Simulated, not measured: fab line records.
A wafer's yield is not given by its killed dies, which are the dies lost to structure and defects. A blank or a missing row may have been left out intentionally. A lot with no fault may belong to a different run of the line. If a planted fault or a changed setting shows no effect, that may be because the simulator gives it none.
fab line records    flow gf180mcu
record: lots: 7  wafers: 21  lastDay: 35
route steps=602 shown V3@435
lots that met no fault: taken from a fault-free run of the same line
startH: start of the lot's first displayed wafer, in hours after the record's first day    waitH: time in hours since the lot's previous step    " repeats the value in the row above    L1.1+2: several wafers, shown together as one row    - value missing, or start not given    * or withheld: withheld    < > ~ a bound
route shown NAME@n: names a module that has steps shown in the file, with the first one's number in the route    usual: mean/standard deviation taken from wafers without a fault    same: alike in all rows    chamber/n: place in a boat    sites: the reading at each site    _std_site: how widely they spread, as a standard deviation    _edge_site: outer sites' mean less inner sites'    radiusMm: for every site, how far away it sits from the centre of the wafer    mask NAME#n: copy n    behind: the tool/chamber that last shaped the wafer    hold: why the lot was held/for how many hours/how that ended    device: which transistor (n, p or np) failed to switch    end of line: the same wafers' tests at the end of the route    where a step has no rows: the recipe by itself    killed: dies lost to structure and defects at the first sort, not the wafer's yield    map: the dies of a wafer, with x for killed, . for not killed, _ for no die there
set.NAME: the setting the step ran with; set.NAME@STEP: the setting that earlier step ran with    model.NAME: the simulator's own value behind a step, which no gauge read
lots seen at some steps along the route; tables by step, rows by wafer
services: from which hour (startH, from the record's first day; less than 0 if before it) a tool's chamber was out of use, for how many hours, and why
== steps ==
step: GF_V3_DEHYDRATE_06
recipe: tempC: 200  timeS: 60
step: GF_V3_HMDS_07
recipe: primeTimeS: 60  primeTempC: 120
step: GF_V3_COAT_08
recipe: resist: BARC  tempC: withheld  timeS: withheld  spinRpm: withheld  resistThkNm: withheld
step: GF_V3_COAT_09
recipe: resist: KrF  spinRpm: withheld  resistThkNm: 1000
step: GF_V3_SOFTBAKE_10
recipe: tempC: 130  timeS: 60  resist: KrF
step: GF_V3_EXPOSE_11
recipe: maskId: Via3  targetCdNm: 260  na: 0.68  sourceShape: conventional  sigmaOuter: 0.6  doseMj: 38
step: GF_V3_PEB_12
recipe: pebTempC: 135  pebTimeS: 90  resist: KrF
step: GF_V3_DEVELOP_13
recipe: developTimeS: 60  resist: KrF  devTempC: 21
step: GF_V3_CD_MEAS_14
recipe: targetCdNm: 260
usual: cdNm: 260.0/1.2
lot.wafer  tool      chamber  startH  waitH  cdNm
L865.2     cdSem-02  -        537.01  0.1    260.8
L865.5     "         -        "       "      260.9
L865.6     "         -        "       "      259.5
L868.3     cdSem-01  -        578.37  0.1    259.6
L868.4     "         -        "       "      260.0
L868.5     "         -        "       "      260.7
L872.1     cdSem-02  -        599.33  0.1    258.8
L872.2     "         -        "       "      258.4
L872.5     "         -        "       "      257.6
L873.1     cdSem-01  -        623.79  0.1    259.4
L873.4     "         -        "       "      259.2
L873.6     "         -        "       "      260.9
L874.2     cdSem-02  -        624.18  0.1    259.7
L874.5     "         -        "       "      261.7
L874.6     "         -        "       "      260.3
L880.1     cdSem-02  -        667.36  0.1    262.0
L880.4     "         -        "       "      260.3
L880.6     "         -        "       "      261.8
L885.4     cdSem-01  -        707.67  0.1    262.5
L885.5     "         -        "       "      260.9
L885.6     "         -        "       "      261.0
step: GF_V3_OVL_MEAS_15
usual: V3_OVL: 1/6.2
lot.wafer  tool        chamber  startH  waitH  V3_OVL[nm]
L865.2     overlay-02  -        537.12  0.1    -5
L865.5     "           -        "       "      -8
L865.6     "           -        "       "      3
L868.3     overlay-02  -        578.46  0.1    -3
L868.4     "           -        "       "      1
L868.5     "           -        "       "      -2
L872.1     overlay-01  -        599.45  0.1    -4
L872.2     "           -        "       "      4
L872.5     "           -        "       "      5
L873.1     overlay-02  -        623.91  0.1    7
L873.4     "           -        "       "      6
L873.6     "           -        "       "      8
L874.2     overlay-01  -        624.28  0.1    -5
L874.5     "           -        "       "      0
L874.6     "           -        "       "      -2
L880.1     overlay-02  -        667.48  0.1    -4
L880.4     "           -        "       "      -4
L880.6     "           -        "       "      -7
L885.4     overlay-01  -        707.74  0.1    -2
L885.5     "           -        "       "      2
L885.6     "           -        "       "      -2
step: GF_V3_ETCH_16
recipe: chemistry: N2/H2  targetDepthA: withheld  overetchA: withheld  timeS: withheld  target: BARC  ionEnergyEv: 200  sourceW: 500  biasW: 100  pressureMtorr: 30  n2FlowSccm: 100  h2FlowSccm: 200
usual: chamberPressureMTorr: 29.995/0.027  drypumpMotorCurrentA: 5.8/0.45  oesProductAu: 0.856/0.0043  throttleValvePct: 13.224/0.0092
lot.wafer  tool        chamber  startH  waitH  chamberPressureMTorr  drypumpMotorCurrentA  oesProductAu  throttleValvePct
L865.2     rieDiel-01  3        537.15  0.0    29.982                5.8                   0.856         13.235
L865.5     "           3        "       "      30.051                5.9                   0.857         13.240
L865.6     "           1        "       "      29.995                5.9                   0.857         13.230
L868.3     rieDiel-01  0        578.48  0.0    29.989                5.5                   0.855         13.225
L868.4     "           3        "       "      29.930                5.9                   0.854         13.233
L868.5     "           1        "       "      30.045                5.9                   0.853         13.241
L872.1     rieDiel-04  1        599.48  0.0    29.992                6.4                   0.856         13.230
L872.2     "           0        "       "      29.988                4.8                   0.856         13.218
L872.5     "           3        "       "      29.989                5.6                   0.858         13.223
L873.1     rieDiel-03  0        623.95  0.0    30.005                5.2                   0.854         13.221
L873.4     "           1        "       "      30.012                5.7                   0.852         13.227
L873.6     "           2        "       "      30.000                6.7                   0.856         13.217
L874.2     rieDiel-01  3        624.31  0.0    30.026                5.9                   0.857         13.226
L874.5     "           3        "       "      29.964                5.9                   0.851         13.250
L874.6     "           2        "       "      29.978                5.7                   0.852         13.215
L880.1     rieDiel-03  3        667.51  0.0    29.987                5.9                   0.860         13.209
L880.4     "           2        "       "      30.002                6.7                   0.856         13.218
L880.6     "           0        "       "      29.999                5.2                   0.847         13.225
L885.4     rieDiel-03  1        707.76  0.0    29.998                5.7                   0.853         13.236
L885.5     "           3        "       "      29.964                5.9                   0.858         13.215
L885.6     "           0        "       "      29.973                5.2                   0.860         13.228
step: GF_V3_ETCH_17
recipe: chemistry: C4F8/O2/Ar  maskMaterial: KrF  target: SiO2  stopOn: TiN  sourceW: 1500  biasW: 1200  pressureMtorr: 40  c4f8FlowSccm: withheld  O2_flow_sccm: 6  Ar_flow_sccm: 300  timeS: withheld  targetDepthA: 6350
usual: chamberPressureMTorr: 40.00/0.03  oesProductAu: 0.856/0.0047
lot.wafer  tool        chamber  startH  waitH  chamberPressureMTorr  oesProductAu
L865.2     rieDiel-01  3        -       -      39.98                 0.855
L865.5     "           3        "       "      39.94                 0.859
L865.6     "           1        "       "      39.95                 0.854
L868.3     rieDiel-01  0        -       -      39.98                 0.855
L868.4     "           3        "       "      39.99                 0.851
L868.5     "           1        "       "      40.01                 0.857
L872.1     rieDiel-04  1        -       -      39.97                 0.852
L872.2     "           0        "       "      39.99                 0.864
L872.5     "           3        "       "      39.99                 0.858
L873.1     rieDiel-03  0        -       -      40.03                 0.859
L873.4     "           1        "       "      40.04                 0.860
L873.6     "           2        "       "      39.96                 0.860
L874.2     rieDiel-01  3        -       -      39.94                 0.864
L874.5     "           3        "       "      39.96                 0.855
L874.6     "           2        "       "      40.02                 0.851
L880.1     rieDiel-03  3        -       -      40.00                 0.854
L880.4     "           2        "       "      40.00                 0.860
L880.6     "           0        "       "      39.99                 0.855
L885.4     rieDiel-03  1        -       -      40.04                 0.854
L885.5     "           3        "       "      40.00                 0.860
L885.6     "           0        "       "      39.97                 0.859
step: GF_V3_STRIP_18
recipe: chemistry: O2/N2  powerW: 1400  pressureMtorr: 1500  platenTempC: 250  o2FlowSccm: 3000  n2FlowSccm: 300  overashFraction: 0.5
usual: chamberPressureMTorr: 1500.0/1.3  drypumpMotorCurrentA: 5.6/0.52  heaterPowerW: 325/33  oesProductAu: 0.594/0.0048
lot.wafer  tool            chamber  startH  waitH  chamberPressureMTorr  drypumpMotorCurrentA  heaterPowerW  oesProductAu  rfHoursCounterH
L865.2     plasmaAsher-03  0        537.28  -      1499.7                5.7                   321           0.589         7
L865.5     "               0        "       "      1498.7                5.7                   315           0.595         -
L865.6     "               1        "       "      1501.3                6.6                   276           0.598         -
L868.3     plasmaAsher-04  1        578.65  -      1501.7                5.9                   308           0.589         -
L868.4     "               0        "       "      1498.9                4.9                   385           0.593         -
L868.5     "               0        "       "      1497.6                4.9                   385           0.602         -
L872.1     plasmaAsher-04  1        599.61  -      -                     -                     -             -             -
L872.2     "               0        "       "      -                     -                     -             -             -
L872.5     "               1        "       "      -                     -                     -             -             -
L873.1     plasmaAsher-01  0        624.08  -      -                     -                     -             -             -
L873.4     "               0        "       "      -                     -                     -             -             -
L873.6     "               1        "       "      -                     -                     -             -             -
L874.2     plasmaAsher-03  1        624.44  -      -                     -                     -             -             -
L874.5     "               0        "       "      -                     -                     -             -             -
L874.6     "               1        "       "      -                     -                     -             -             -
L880.1     plasmaAsher-04  0        667.64  -      1499.2                4.9                   380           0.594         87
L880.4     "               0        "       "      1499.4                4.9                   389           0.590         -
L880.6     "               0        "       "      1499.9                4.9                   386           0.585         -
L885.4     plasmaAsher-03  1        707.92  -      1502.2                6.6                   284           0.596         -
L885.5     "               1        "       "      1498.5                6.6                   284           0.595         -
L885.6     "               0        "       "      1498.8                5.7                   315           0.592         -
step: GF_V3_STRIP_19
recipe: chemistry: postEtchResidueRemover  timeS: 1200  tempC: 72.5
== services ==
tool            chamber  startH  hours  kind
plasmaAsher-04  -        516.77  9.2    pm
rieDiel-03      0        520.57  5.9    repair
rieDiel-03      0        526.51  -      clean
rieDiel-03      0        526.51  14.3   scheduledDown
rieDiel-03      0        526.51  14.3   ventCycle
plasmaAsher-01  -        535.08  2.8    pm
rieDiel-01      2        536.32  2.6    repair
plasmaAsher-04  -        541.40  2.4    repair
rieDiel-01      0        546.71  5.3    repair
rieDiel-04      2        582.72  6.4    repair
rieDiel-01      1        596.94  4.0    repair
rieDiel-01      -        600.41  0.4    repair
rieDiel-01      1        610.06  2.7    repair
rieDiel-01      3        626.89  2.0    repair
rieDiel-04      3        639.38  2.4    repair
rieDiel-04      0        648.79  4.3    repair
rieDiel-04      3        687.45  4.3    repair
rieDiel-03      1        687.70  -      clean
rieDiel-03      1        687.70  11.7   scheduledDown
rieDiel-03      1        687.70  11.7   ventCycle
plasmaAsher-04  -        696.40  10.0   repair
== key ==
firstSign: step: GF_V3_STRIP_18  reading: toolRecord  direction: missing
effect none on later readings
metAt GF_V3_STRIP_18
struckWafers L872.1,L872.2,L872.5,L873.1,L873.4,L873.6,L874.2,L874.5,L874.6
laterRowsLeftOut L872.1,L872.2,L872.5,L873.1,L873.4,L873.6,L874.2,L874.5,L874.6
sortLeftOut L872.1,L872.2,L872.5,L873.1,L873.4,L873.6,L874.2,L874.5,L874.6
onsetBetween 578.65 599.61
fault: kind: skippedStepWhole  tool: plasmaAsher-01,plasmaAsher-03,plasmaAsher-04  chamber: -  onsetH: 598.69  steps: GF_V3_STRIP_18  scope: struckLotsOnly
sortLeftOut: the simulated sort isn't trusted on such a fault, so these wafers' sort isn't shown, and their yield isn't known
laterRowsLeftOut: the simulator's readings of these wafers behind a module that went badly wrong aren't trusted and aren't shown, but for the sort
